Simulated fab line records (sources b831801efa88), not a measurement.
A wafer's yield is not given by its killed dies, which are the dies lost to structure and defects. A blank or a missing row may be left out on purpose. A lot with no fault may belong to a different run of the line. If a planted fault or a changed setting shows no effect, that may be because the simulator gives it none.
fab line records | flow sky130
[record] lots = 5 | wafers = 15 | last_day = 50
route steps=708 shown LDD_N@249 LDD_P@255 PAD_OPEN@708
lots that met no fault: from a run of the same line without faults
start_h: hours from the record's opening day to when the first of the lot's shown wafers began | wait_h: hours from the lot's prior step to this one | " identical to the entry in the row above | L1.1+2: a single row standing in for several wafers | - no value present, or no start provided | * or withheld: withheld | < > ~ a bound
route shown NAME@n: names a module that has steps shown in the file, with the first one's number in the route | usual: mean/standard deviation of fault-free wafers | same: alike in all rows | chamber/n: place in a boat | sites: each site's reading | _std_site: their standard deviation | _edge_site: inner sites' mean taken away from outer sites' mean | radius_mm: how far each site lies from the wafer's centre | mask NAME#n: copy n | behind: the tool/chamber that last shaped the wafer | hold: why the lot was held/for how many hours/how that ended | device: names the non-switching transistor (n, p or np) | end of line: the tests these same wafers got at the end of their route | a step given without rows: its recipe and nothing more | killed: count of dies lost to structure and defects at first sort (not the wafer's yield) | map: dies across one wafer; x = killed, . = not, _ = none there
set.NAME: the run value of the setting; set.NAME@STEP: its run value at that earlier step | model.NAME: the simulator's own value behind a step, which no gauge read
certain route steps with their lots: each step a table, each wafer a row
services: a tool's chamber out of use, with start hour (start_h, from the record's first day; less than 0 if before it), hours out, and reason
[[steps]]
[step SKY_LDD_N_IMPLANT_12]
[recipe] species = BF2 | energy_kev = 50 | dose_cm2 = 5e+12 | tilt_deg = 30 | rotation_deg = 0
[step SKY_LDD_N_IMPLANT_13]
[recipe] species = BF2 | energy_kev = 50 | dose_cm2 = 5e+12 | tilt_deg = 30 | rotation_deg = 90
[step SKY_LDD_N_IMPLANT_14]
[recipe] species = BF2 | energy_kev = 50 | dose_cm2 = 5e+12 | tilt_deg = 30 | rotation_deg = 180
[step SKY_LDD_N_IMPLANT_15]
[recipe] species = BF2 | energy_kev = 50 | dose_cm2 = 5e+12 | tilt_deg = 30 | rotation_deg = 270
[step SKY_LDD_N_STRIP_16]
[recipe] chemistry = O2/N2 | power_w = 1400 | pressure_mtorr = 1500 | platen_temp_c = withheld | o2_flow_sccm = 3000 | n2_flow_sccm = 300 | overash_fraction = 0.5
[usual] drypump_motor_current_A = 5.5/0.55 | n2_flow_sccm = 299.9/0.86 | o2_flow_sccm = 3001/9.1 | oes_product_au = 0.407/0.0047 | strip_time_to_endpoint_s = 4.318/0.014
lot.wafer | tool            | chamber | start_h | wait_h | drypump_motor_current_A | n2_flow_sccm | o2_flow_sccm | oes_product_au | rf_hours_counter_h | strip_time_to_endpoint_s
L191.4    | plasma_asher-01 | 0       | 455.92  | 0.1    | 5.0                     | 299.2        | 3000         | 0.405          | -                  | 4.305
L191.5    | "               | 0       | "       | "      | 5.0                     | 300.2        | 3011         | 0.402          | -                  | 4.317
L191.6    | "               | 1       | "       | "      | 4.8                     | 298.7        | 3001         | 0.406          | -                  | 4.309
L193.3    | plasma_asher-04 | 1       | 467.52  | 0.1    | 6.0                     | 299.0        | 3009         | 0.408          | -                  | 4.312
L193.4    | "               | 0       | "       | "      | 5.7                     | 299.7        | 2987         | 0.406          | -                  | 4.322
L193.6    | "               | 1       | "       | "      | 6.0                     | 297.8        | 3017         | 0.413          | -                  | 4.296
L195.1    | plasma_asher-03 | 1       | 486.96  | 0.1    | 6.4                     | 299.3        | 2995         | 0.407          | 81                 | 4.319
L195.2    | "               | 0       | "       | "      | 5.4                     | 298.9        | 2999         | 0.402          | 81                 | 4.334
L195.6    | "               | 0       | "       | "      | 5.4                     | 299.4        | 3006         | 0.410          | -                  | 4.324
L207.1    | plasma_asher-04 | 1       | 584.55  | 0.1    | 6.0                     | 299.3        | 3000         | 0.408          | 78                 | 4.311
L207.2    | "               | 0       | "       | "      | 5.7                     | 298.8        | 3001         | 0.403          | 78                 | 4.331
L207.3    | "               | 0       | "       | "      | 5.7                     | 299.4        | 3006         | 0.402          | -                  | 4.311
L208.2    | plasma_asher-03 | 0       | 589.60  | 0.1    | 5.4                     | 300.1        | 2988         | 0.411          | 91                 | 4.333
L208.4    | "               | 0       | "       | "      | 5.4                     | 299.4        | 3001         | 0.410          | -                  | 4.305
L208.6    | "               | 0       | "       | "      | 5.4                     | 301.1        | 3007         | 0.412          | -                  | 4.298
[step SKY_LDD_N_TW_MEAS_17]
[usual] LDD_N_TW = 2596/17
lot.wafer | tool          | chamber | start_h | wait_h | LDD_N_TW
L191.4    | film_metro-03 | -       | 456.02  | 0.1    | 2602
L191.5    | "             | -       | "       | "      | 2604
L191.6    | "             | -       | "       | "      | 2596
L193.3    | film_metro-02 | -       | 467.61  | 0.1    | 2594
L193.4    | "             | -       | "       | "      | 2600
L193.6    | "             | -       | "       | "      | 2594
L195.1    | film_metro-02 | -       | 487.06  | 0.1    | 2585
L195.2    | "             | -       | "       | "      | 2566
L195.6    | "             | -       | "       | "      | 2583
L207.1    | film_metro-01 | -       | 584.65  | 0.1    | 2602
L207.2    | "             | -       | "       | "      | 2613
L207.3    | "             | -       | "       | "      | 2611
L208.2    | film_metro-03 | -       | 589.71  | 0.1    | 2609
L208.4    | "             | -       | "       | "      | 2581
L208.6    | "             | -       | "       | "      | 2604
[step SKY_LDD_P_DEHYDRATE_00]
[recipe] temp_c = 200 | time_s = 60
[step SKY_LDD_P_HMDS_01]
[recipe] prime_time_s = 60 | prime_temp_c = 120
[step SKY_LDD_P_COAT_02]
[recipe] resist = NOVOLAK | spin_rpm = 3000 | resist_thk_nm = 1140
[step SKY_LDD_P_SOFTBAKE_03]
[recipe] temp_c = 90 | time_s = 60 | resist = NOVOLAK
[step SKY_LDD_P_EXPOSE_04]
[recipe] mask_id = PSDM | na = 0.6 | source_shape = conventional | sigma_outer = 0.6 | polarization = unpolarized | target_cd_nm = 380 | dose_mj = 138
[step SKY_LDD_P_PEB_05]
[recipe] temp_c = withheld | time_s = * | resist = NOVOLAK
[step SKY_LDD_P_DEVELOP_06]
[recipe] resist = NOVOLAK | developer = TMAH | develop_time_s = 60 | dev_temp_c = 23
lot.wafer  | tool           | chamber | start_h | wait_h
L191.4+5+6 | litho_track-01 | 0       | 486.17  | 0.1
L193.3+4+6 | litho_track-02 | 0       | 498.03  | 0.1
L195.1+2+6 | litho_track-02 | 0       | 517.73  | 0.1
L207.1+2+3 | litho_track-02 | 0       | 613.73  | 0.1
L208.2+4+6 | litho_track-01 | 0       | 617.82  | 0.1
[step SKY_LDD_P_CD_MEAS_07]
[recipe] target_cd_nm = 380
[usual] cd_nm = 379.4/2.5
lot.wafer | tool      | chamber | start_h | wait_h | cd_nm
L191.4    | cd_sem-01 | -       | 486.30  | 0.1    | 384.4
L191.5    | "         | -       | "       | "      | 385.4
L191.6    | "         | -       | "       | "      | 384.6
L193.3    | cd_sem-01 | -       | 498.17  | 0.1    | 380.0
L193.4    | "         | -       | "       | "      | 381.6
L193.6    | "         | -       | "       | "      | 380.1
L195.1    | cd_sem-01 | -       | 517.88  | 0.1    | 384.2
L195.2    | "         | -       | "       | "      | 412.0
L195.6    | "         | -       | "       | "      | 386.5
L207.1    | cd_sem-02 | -       | 613.88  | 0.1    | 377.1
L207.2    | "         | -       | "       | "      | 374.8
L207.3    | "         | -       | "       | "      | 377.1
L208.2    | cd_sem-02 | -       | 618.02  | 0.2    | 379.6
L208.4    | "         | -       | "       | "      | 379.3
L208.6    | "         | -       | "       | "      | 379.8
[step SKY_LDD_P_OVL_MEAS_08]
[usual] LDD_P_OVL = 0.0/1.3
lot.wafer | tool       | chamber | start_h | wait_h | LDD_P_OVL[nm]
L191.4    | overlay-01 | -       | 486.38  | 0.1    | 1.7
L191.5    | "          | -       | "       | "      | -0.6
L191.6    | "          | -       | "       | "      | 2.1
L193.3    | overlay-02 | -       | 498.26  | 0.1    | -0.4
L193.4    | "          | -       | "       | "      | -1.9
L193.6    | "          | -       | "       | "      | -2.0
L195.1    | overlay-02 | -       | 518.00  | 0.1    | -0.2
L195.2    | "          | -       | "       | "      | -2.2
L195.6    | "          | -       | "       | "      | 1.6
L207.1    | overlay-02 | -       | 614.00  | 0.1    | 1.1
L207.2    | "          | -       | "       | "      | 0.1
L207.3    | "          | -       | "       | "      | 0.4
L208.2    | overlay-02 | -       | 618.12  | 0.1    | 0.2
L208.4    | "          | -       | "       | "      | 1.0
L208.6    | "          | -       | "       | "      | -1.0
[step SKY_PAD_OPEN_PROBE_99]
[usual] killed_at_M0_to_M3 = 43/7.7 | killed_at_M4_up = 3.1/1.7 | killed_at_contacts = 23/4.8 | killed_at_front_end = 15/4.5 | killed_at_other = 0.3/0.58 | killed_dies = 85/10 | killed_on_rim = 17/3.8 | killed_open = 46/7.5 | killed_short = 38/6.5
[same] gross_dies = 492 | killed_at_back_side = 0
lot.wafer | tool      | chamber | start_h | wait_h | killed_at_M0_to_M3 | killed_at_M4_up | killed_at_contacts | killed_at_front_end | killed_at_other | killed_dies | killed_on_rim | killed_open | killed_short
L191.4    | prober-02 | -       | 1113.88 | 0.2    | 49                 | 6               | 27                 | 18                  | 0               | 100         | 18            | 52          | 48
L191.5    | prober-02 | -       | 1113.93 | 0.2    | 44                 | 4               | 30                 | 20                  | 0               | 98          | 19            | 52          | 46
L191.6    | prober-02 | -       | 1113.98 | 0.2    | 46                 | 4               | 27                 | 12                  | 0               | 89          | 15            | 51          | 38
L193.3    | prober-02 | -       | 1116.79 | 0.2    | 56                 | 7               | 25                 | 20                  | 0               | 108         | 19            | 71          | 36
L193.4    | prober-02 | -       | 1116.84 | 0.2    | 47                 | 5               | 26                 | 10                  | 0               | 88          | 21            | 49          | 38
L193.6    | prober-02 | -       | 1116.94 | 0.2    | 35                 | 1               | 25                 | 15                  | 0               | 76          | 15            | 39          | 35
L195.1    | prober-02 | -       | 1129.50 | 0.1    | 40                 | 3               | 30                 | 17                  | 0               | 90          | 14            | 44          | 46
L195.2    | prober-02 | -       | 1129.55 | 0.1    | 54                 | 0               | 21                 | 14                  | 0               | 89          | 18            | 44          | 45
L195.6    | prober-02 | -       | 1129.75 | 0.2    | 43                 | 5               | 18                 | 15                  | 2               | 83          | 16            | 40          | 42
L208.2    | prober-02 | -       | 1193.67 | 0.1    | 41                 | 6               | 29                 | 8                   | 0               | 84          | 20            | 52          | 32
L208.4    | prober-02 | -       | 1193.77 | 0.2    | 36                 | 5               | 33                 | 21                  | 0               | 95          | 16            | 46          | 49
L208.6    | prober-02 | -       | 1193.87 | 0.2    | 59                 | 6               | 22                 | 10                  | 1               | 98          | 20            | 53          | 44
// killed by level:class
L191.4 METAL2:geometric_particle:short=10 VIA1:geometric_particle:open=10 CONTACT:geometric_particle:open=9 FIELD_ISO:geometric_particle:short=8 LI_CONTACT:geometric_particle:open=8 VIA2:geometric_particle:open=7 CONTACT:geometric_particle:short=5 METAL1:geometric_particle:short=5
L191.5 CONTACT:geometric_particle:open=13 VIA1:geometric_particle:open=11 METAL2:geometric_particle:short=7 POLY_GATE:geometric_particle:short=6 LOCAL_INTERCONNECT:geometric_particle:short=6 VIA1:geometric_particle:short=6 CONTACT:geometric_particle:short=4 FIELD_ISO:geometric_particle:open=4
L191.6 VIA1:geometric_particle:open=11 CONTACT:geometric_particle:open=10 LI_CONTACT:geometric_particle:open=8 VIA3:geometric_particle:open=6 LI_CONTACT:geometric_particle:short=5 METAL1:geometric_particle:short=5 VIA1:geometric_particle:short=5 POLY_GATE:geometric_particle:open=4
L193.3 VIA2:geometric_particle:open=11 CONTACT:geometric_particle:open=10 LI_CONTACT:geometric_particle:open=9 VIA1:geometric_particle:open=9 METAL2:geometric_particle:short=9 VIA3:geometric_particle:open=9 FIELD_ISO:geometric_particle:open=6 POLY_GATE:geometric_particle:open=4
L193.4 CONTACT:geometric_particle:open=13 VIA1:geometric_particle:open=12 METAL2:geometric_particle:short=8 VIA3:geometric_particle:open=6 VIA2:geometric_particle:open=5 CONTACT:geometric_particle:short=4 LOCAL_INTERCONNECT:geometric_particle:short=4 VIA2:geometric_particle:short=4
L193.6 LI_CONTACT:geometric_particle:open=10 VIA1:geometric_particle:open=8 CONTACT:geometric_particle:open=7 METAL2:geometric_particle:short=6 CONTACT:geometric_particle:short=5 METAL1:geometric_particle:short=5 VIA3:geometric_particle:short=5 FIELD_ISO:geometric_particle:short=4
L195.1 METAL2:geometric_particle:short=11 CONTACT:geometric_particle:open=10 VIA2:geometric_particle:open=8 VIA1:geometric_particle:open=7 LI_CONTACT:geometric_particle:open=6 FIELD_ISO:geometric_particle:open=5 CONTACT:geometric_particle:short=5 LI_CONTACT:geometric_particle:short=4
L195.2 VIA1:geometric_particle:open=11 VIA1:geometric_particle:short=8 VIA2:geometric_particle:open=8 CONTACT:geometric_particle:open=6 CONTACT:geometric_particle:short=6 METAL2:geometric_particle:short=6 VIA3:geometric_particle:short=5 FIELD_ISO:geometric_particle:open=4
L195.6 VIA1:geometric_particle:open=13 VIA1:geometric_particle:short=5 METAL2:geometric_particle:short=5 METAL3:geometric_particle:short=5 POLY_GATE:geometric_particle:open=4 METAL1:geometric_particle:short=4 LI_CONTACT:geometric_particle:short=4 LOCAL_INTERCONNECT:geometric_particle:short=4
L208.2 LI_CONTACT:geometric_particle:open=14 CONTACT:geometric_particle:open=8 METAL2:geometric_particle:short=8 VIA2:geometric_particle:open=8 VIA1:geometric_particle:open=6 VIA3:geometric_particle:open=4 CONTACT:geometric_particle:short=4 METAL1:geometric_particle:short=4
L208.4 CONTACT:geometric_particle:short=10 LI_CONTACT:geometric_particle:open=9 METAL2:geometric_particle:short=9 VIA1:geometric_particle:open=7 FIELD_ISO:geometric_particle:short=6 CONTACT:geometric_particle:open=6 VIA2:geometric_particle:open=6 FIELD_ISO:geometric_particle:open=5
L208.6 VIA1:geometric_particle:open=13 CONTACT:geometric_particle:open=10 METAL2:geometric_particle:short=10 VIA2:geometric_particle:open=9 VIA3:geometric_particle:open=7 LI_CONTACT:geometric_particle:open=6 METAL4:geometric_particle:short=5 VIA2:geometric_particle:short=4
[[services]]
tool            | chamber | start_h | hours | kind
plasma_asher-01 | -       | 442.52  | 1.5   | repair
plasma_asher-04 | -       | 510.76  | 3.4   | repair
[[key]]
[first_sign] step = SKY_LDD_P_CD_MEAS_07 | reading = cd_nm | direction = up | sigmas = 13 | usual = 379.4 | struck = 412.0
effect none on later readings
met_at SKY_LDD_P_DEVELOP_06
struck_wafers L195.2
tester_left_out L195
onset_between 498.03 517.73
[fault] kind = process_parameter_drift | tool = litho_track-02 | chamber = - | onset_h = 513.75 | steps = SKY_LDD_P_DEVELOP_06 | channel = develop_time_s | offset = * | shape = step | end_h = 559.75 | scope = struck_wafers_only | acts_in = * | stated = *
// tester_left_out: of these lots the tester's yield and bins aren't shown, on N5 and GAA mostly nor the transistor test; their killed dies are dies lost to structure and defects alone, not to doping, threshold or leakage, so they don't give the yield
